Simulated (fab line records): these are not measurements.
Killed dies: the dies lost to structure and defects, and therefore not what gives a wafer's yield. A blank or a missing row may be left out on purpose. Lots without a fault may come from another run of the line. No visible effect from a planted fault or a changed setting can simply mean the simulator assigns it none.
fab line records ; flow sky130
[record] lots = 6; wafers = 18; last_day = 50
route steps=708 shown VT_ADJUST_PCH@152 SONOS_TUNNEL@154
lots with no fault: from the same line, run without faults
start_h: the number of hours between the record's first day and the start of the first shown wafer of the lot ; wait_h: how many hours have passed since the lot's step before this one ; " same as the row above ; L1.1+2: several wafers, shown together as one row ; - no value present, or no start provided ; * or withheld: withheld ; < > ~ a bound
route shown NAME@n: names a module that has steps shown in the file, with the first one's number in the route ; usual: average and standard deviation across the fault-free wafers ; same: alike in all rows ; chamber/n: place in a boat ; sites: readings site by site ; _std_site: standard deviation of those values ; _edge_site: outer sites' mean less inner sites' ; radius_mm: for every site, how far away it sits from the centre of the wafer ; mask NAME#n: copy n ; behind: the most recent tool/chamber to have shaped the wafer ; hold: reason for holding the lot/hours on hold/outcome of the hold ; device: the transistor (n, p or np) that didn't switch ; end of line: tests run on the same wafers once the route is complete ; for a step that has no rows: nothing shown but its recipe ; killed: count of dies lost to structure and defects at first sort (not the wafer's yield) ; map: the dies of a wafer, with x for killed, . for not killed, _ for no die there
set.NAME: the setting that was run; set.NAME@STEP: the one run at that earlier step ; model.NAME: the simulator's own value behind a step, which no gauge read
lots seen at some steps along the route; tables by step, rows by wafer
services: the hour from which a tool's chamber was out of use, counted from the record's first day as start_h (under 0 if before that day), plus the number of hours and why
[[steps]]
[step SKY_VT_ADJUST_PCH_STRIP_09]
[recipe] chemistry = O2/N2; power_w = 1400; pressure_mtorr = 1500; platen_temp_c = withheld; o2_flow_sccm = 3000; n2_flow_sccm = 300; overash_fraction = 0.5
[usual] drypump_motor_current_A = 5.3/0.31; oes_product_au = 0.722/0.0049; strip_time_to_endpoint_s = 36.91/0.087
lot.wafer;tool;chamber;start_h;wait_h;drypump_motor_current_A;oes_product_au;rf_hours_counter_h;strip_time_to_endpoint_s
L597.1;plasma_asher-04;0;234.89;0.1;5.1;0.724;55;37.01
L597.2;plasma_asher-04;1;234.89;0.1;5.4;0.717;55;36.97
L597.5;plasma_asher-04;0;234.89;0.1;5.1;0.725;-;37.03
L606.2;plasma_asher-01;1;301.30;0.1;4.9;0.722;49;36.84
L606.3;plasma_asher-01;0;301.30;0.1;5.5;0.723;-;36.94
L606.5;plasma_asher-01;1;301.30;0.1;4.9;0.726;-;36.87
L607.1;plasma_asher-02;0;310.84;0.1;6.0;0.721;61;36.86
L607.4;plasma_asher-02;1;310.84;0.1;5.3;0.722;-;36.89
L607.5;plasma_asher-02;1;310.84;0.1;5.3;0.712;-;36.88
L609.1;plasma_asher-01;0;327.39;0.1;5.4;0.724;52;36.90
L609.4;plasma_asher-01;1;327.39;0.1;4.9;0.727;-;36.85
L609.5;plasma_asher-01;1;327.39;0.1;4.8;0.726;-;36.94
L614.2;plasma_asher-02;0;362.19;0.1;6.0;0.724;66;36.88
L614.3;plasma_asher-02;0;362.19;0.1;6.0;0.730;-;36.87
L614.5;plasma_asher-02;1;362.19;0.1;5.3;0.734;-;36.89
L619.2;plasma_asher-01;0;404.49;0.1;5.4;0.727;59;36.82
L619.3;plasma_asher-01;1;404.49;0.1;4.9;0.720;-;36.91
L619.4;plasma_asher-01;0;404.49;0.1;5.4;0.720;-;36.93
[step SKY_VT_ADJUST_PCH_TW_MEAS_10]
[usual] VT_ADJUST_PCH_TW = 143.6/0.98
lot.wafer;tool;chamber;start_h;wait_h;VT_ADJUST_PCH_TW
L597.1;film_metro-01;-;234.99;0.1;144.0
L597.2;film_metro-01;-;234.99;0.1;143.2
L597.5;film_metro-01;-;234.99;0.1;143.2
L606.2;film_metro-03;-;301.41;0.1;143.8
L606.3;film_metro-03;-;301.41;0.1;142.7
L606.5;film_metro-03;-;301.41;0.1;143.5
L607.1;film_metro-04;-;310.94;0.1;144.0
L607.4;film_metro-04;-;310.94;0.1;144.0
L607.5;film_metro-04;-;310.94;0.1;143.1
L609.1;film_metro-01;-;327.49;0.1;142.5
L609.4;film_metro-01;-;327.49;0.1;143.1
L609.5;film_metro-01;-;327.49;0.1;143.8
L614.2;film_metro-03;-;362.30;0.1;141.0
L614.3;film_metro-03;-;362.30;0.1;139.9
L614.5;film_metro-03;-;362.30;0.1;140.6
L619.2;film_metro-01;-;404.60;0.1;142.6
L619.3;film_metro-01;-;404.60;0.1;142.8
L619.4;film_metro-01;-;404.60;0.1;142.7
[step SKY_SONOS_TUNNEL_DEHYDRATE_00]
[recipe] temp_c = 200; time_s = 60
[step SKY_SONOS_TUNNEL_HMDS_01]
[recipe] prime_time_s = 60; prime_temp_c = 120
[step SKY_SONOS_TUNNEL_COAT_02]
[recipe] resist = NOVOLAK; spin_rpm = 3000; resist_thk_nm = 1140
[step SKY_SONOS_TUNNEL_SOFTBAKE_03]
[recipe] temp_c = 90; time_s = 60; resist = NOVOLAK
[step SKY_SONOS_TUNNEL_EXPOSE_04]
[recipe] mask_id = TUNM; na = 0.6; source_shape = conventional; sigma_outer = 0.6; polarization = unpolarized; target_cd_nm = 410; dose_mj = 136
[step SKY_SONOS_TUNNEL_PEB_05]
[recipe] temp_c = withheld; time_s = *; resist = NOVOLAK
[step SKY_SONOS_TUNNEL_DEVELOP_06]
[recipe] resist = NOVOLAK; developer = TMAH; develop_time_s = 60; dev_temp_c = 23
[step SKY_SONOS_TUNNEL_CD_MEAS_07]
[recipe] target_cd_nm = 410
[usual] cd_nm = 409.2/1.9
lot.wafer;tool;chamber;start_h;wait_h;cd_nm
L597.1;cd_sem-01;-;257.85;0.1;410.4
L597.2;cd_sem-01;-;257.85;0.1;408.9
L597.5;cd_sem-01;-;257.85;0.1;406.4
L606.2;cd_sem-02;-;327.47;0.1;409.7
L606.3;cd_sem-02;-;327.47;0.1;407.2
L606.5;cd_sem-02;-;327.47;0.1;408.9
L607.1;cd_sem-01;-;337.80;0.1;409.6
L607.4;cd_sem-01;-;337.80;0.1;409.3
L607.5;cd_sem-01;-;337.80;0.1;407.2
L609.1;cd_sem-02;-;354.35;0.1;407.8
L609.4;cd_sem-02;-;354.35;0.1;408.8
L609.5;cd_sem-02;-;354.35;0.1;408.8
L614.2;cd_sem-01;-;390.07;0.1;411.6
L614.3;cd_sem-01;-;390.07;0.1;409.4
L614.5;cd_sem-01;-;390.07;0.1;410.9
L619.2;cd_sem-02;-;435.40;0.1;408.5
L619.3;cd_sem-02;-;435.40;0.1;408.4
L619.4;cd_sem-02;-;435.40;0.1;409.4
[step SKY_SONOS_TUNNEL_OVL_MEAS_08]
[usual] SONOS_TUNNEL_OVL = -0.3/1.4
lot.wafer;tool;chamber;start_h;wait_h;SONOS_TUNNEL_OVL[nm]
L597.1;overlay-01;-;257.97;0.1;-3.0
L597.2;overlay-01;-;257.97;0.1;-3.0
L597.5;overlay-01;-;257.97;0.1;0.5
L606.2;overlay-02;-;327.58;0.1;1.0
L606.3;overlay-02;-;327.58;0.1;1.4
L606.5;overlay-02;-;327.58;0.1;0.0
L607.1;overlay-01;-;337.92;0.1;0.5
L607.4;overlay-01;-;337.92;0.1;-0.8
L607.5;overlay-01;-;337.92;0.1;0.7
L609.1;overlay-02;-;354.47;0.1;-1.2
L609.4;overlay-02;-;354.47;0.1;0.5
L609.5;overlay-02;-;354.47;0.1;0.7
L614.2;overlay-02;-;390.18;0.1;1.2
L614.3;overlay-02;-;390.18;0.1;0.0
L614.5;overlay-02;-;390.18;0.1;0.7
L619.2;overlay-01;-;435.51;0.1;-2.4
L619.3;overlay-01;-;435.51;0.1;-2.3
L619.4;overlay-01;-;435.51;0.1;-1.0
[step SKY_SONOS_TUNNEL_IMPLANT_09]
[recipe] species = B; energy_kev = 20; dose_cm2 = 1e+12; tilt_deg = withheld
[step SKY_SONOS_TUNNEL_WET_ETCH_10]
[recipe] chemistry = dHF; target_depth_nm = 14; target = SiO2; dilution = 100:1; temp_c = 25; time_s = 280
[usual] run_length_s = 310/3.7
lot.wafer;tool;chamber;start_h;wait_h;run_length_s
L597.1;wet_bench-02;1;258.16;0.1;314
L597.2;wet_bench-02;1;258.16;0.1;314
L597.5;wet_bench-02;1;258.16;0.1;314
L606.2;wet_bench-03;3;327.79;0.1;314
L606.3;wet_bench-03;3;327.79;0.1;314
L606.5;wet_bench-03;3;327.79;0.1;314
L607.1;wet_bench-03;2;338.11;0.1;127
L607.4;wet_bench-03;2;338.11;0.1;127
L607.5;wet_bench-03;2;338.11;0.1;127
L609.1;wet_bench-03;2;354.66;0.1;126
L609.4;wet_bench-03;2;354.66;0.1;126
L609.5;wet_bench-03;2;354.66;0.1;126
L614.2;wet_bench-02;0;390.36;0.1;306
L614.3;wet_bench-02;0;390.36;0.1;306
L614.5;wet_bench-02;0;390.36;0.1;306
L619.2;wet_bench-04;0;435.69;0.1;312
L619.3;wet_bench-04;0;435.69;0.1;312
L619.4;wet_bench-04;0;435.69;0.1;312
[step SKY_SONOS_TUNNEL_STRIP_11]
[recipe] chemistry = SPM; time_s = 600; temp_c = 130
[[services]]
tool;chamber;start_h;hours;kind
wet_bench-04;-;215.82;1.9;pm
wet_bench-04;-;287.16;2.3;repair
wet_bench-02;-;340.93;1.4;repair
plasma_asher-01;-;408.61;0.6;repair
plasma_asher-02;-;421.25;9.0;pm
plasma_asher-02;0;421.25;9.0;vent_cycle
plasma_asher-02;1;421.25;9.0;vent_cycle
plasma_asher-02;0;430.25;-;clean
plasma_asher-02;1;430.25;-;clean
[[key]]
[first_sign] step = SKY_SONOS_TUNNEL_WET_ETCH_10; reading = run_length_s; direction = down; sigmas = 49; usual = *; struck = *
effect none on later readings
met_at SKY_SONOS_TUNNEL_WET_ETCH_10
struck_wafers L607.1,L607.4,L607.5,L609.1,L609.4,L609.5
sort_left_out L607.1,L607.4,L607.5,L609.1,L609.4,L609.5
tester_left_out L607,L609
[fault] kind = process_parameter_drift; tool = wet_bench-03; chamber = 2; onset_h = 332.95; steps = SKY_SONOS_TUNNEL_WET_ETCH_10; channel = time_s; offset = *; shape = step; end_h = 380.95; acts_in = *; stated = *
// tester_left_out: of these lots the tester's yield and bins aren't shown, on N5 and GAA mostly nor the transistor test; their killed dies are dies lost to structure and defects alone, not to doping, threshold or leakage, so they don't give the yield
// sort_left_out: the simulated sort isn't trusted on such a fault, so these wafers' sort isn't shown, and their yield isn't known
